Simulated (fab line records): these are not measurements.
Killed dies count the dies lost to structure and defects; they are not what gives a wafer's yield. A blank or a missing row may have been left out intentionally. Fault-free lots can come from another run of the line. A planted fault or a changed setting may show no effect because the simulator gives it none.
Chamber matching    flow sky130    rie-diel-03 running SKY_CONTACT_ETCH_16: 4 sister chambers
The step etches BARC in N2/H2, stops on SiO2, time 45.9 s, target depth 60 nm. 14 wafers are shown with their chamber, then 7 later ones without.

## WAFERS WITH THEIR CHAMBER
wafer   chamber  drypump-motor-current-A (A)  rf-fwd-power-W (W)  throttle-valve-pct (%)
L417.1  0        5.1                          493.0               13.230
L417.5  0        5.1                          495.2               13.216
L417.6  1        6.1                          496.9               13.221
L420.2  2        6.1                          493.6               13.232
L420.5  1        6.1                          497.8               13.212
L420.6  2        6.1                          493.7               13.239
L424.5  0        5.1                          491.9               13.231
L424.6  2        6.2                          497.2               13.224
L426.5  2        6.2                          493.0               13.222
L426.6  0        5.1                          494.6               13.225
L428.2  2        6.1                          493.7               13.233
L428.3  3        6.1                          495.6               13.215
L437.2  0        5.1                          493.4               13.227
L437.4  3        6.1                          495.7               13.239

SIGNATURES, as means of the wafers listed above
reading                  chamber 0  chamber 1  chamber 2  chamber 3  scatter within a chamber
drypump-motor-current-A  5.100      6.100      6.140      6.100      0.0346
rf-fwd-power-W           493.620    497.350    494.240    495.650    1.36
throttle-valve-pct       13.22580   13.21650   13.23000   13.22700   0.00816
Rule: a wafer's distance from a chamber is the root of the sum, over the readings, of the square of ((its reading less the chamber's mean) divided by the reading's scatter). The wafer belongs to the nearest chamber; if the next one is less than 2 further off, it can't be placed. The scatter: the root of (the sum of the squares of (reading less its chamber's mean) over the shown wafers, divided by (wafers less chambers)).

## WAFERS WHOSE CHAMBER IS MISSING
wafer   drypump-motor-current-A (A)  rf-fwd-power-W (W)  throttle-valve-pct (%)
L437.5  5.1                          492.2               13.221
L438.4  6.1                          498.6               13.233
L438.5  6.1                          495.7               13.226
L438.6  5.1                          492.4               13.227
L439.1  6.1                          495.5               13.229
L439.5  6.2                          495.0               13.219
L439.6  6.1                          494.3               13.228

## CHAMBER TAKEN BY EACH
wafer   from the rows above           in truth
L437.5  0                             0
L438.4  can't be placed: 1 or 3 or 2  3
L438.5  can't be placed: 3 or 2 or 1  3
L438.6  0                             0
L439.1  can't be placed: 3 or 2 or 1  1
L439.5  can't be placed: 2 or 3 or 1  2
L439.6  can't be placed: 3 or 2 or 1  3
2 of 7 placed correctly. Can't be placed from these rows: 5 (the true chamber is among the candidates in 5). Number placed wrongly: 0.
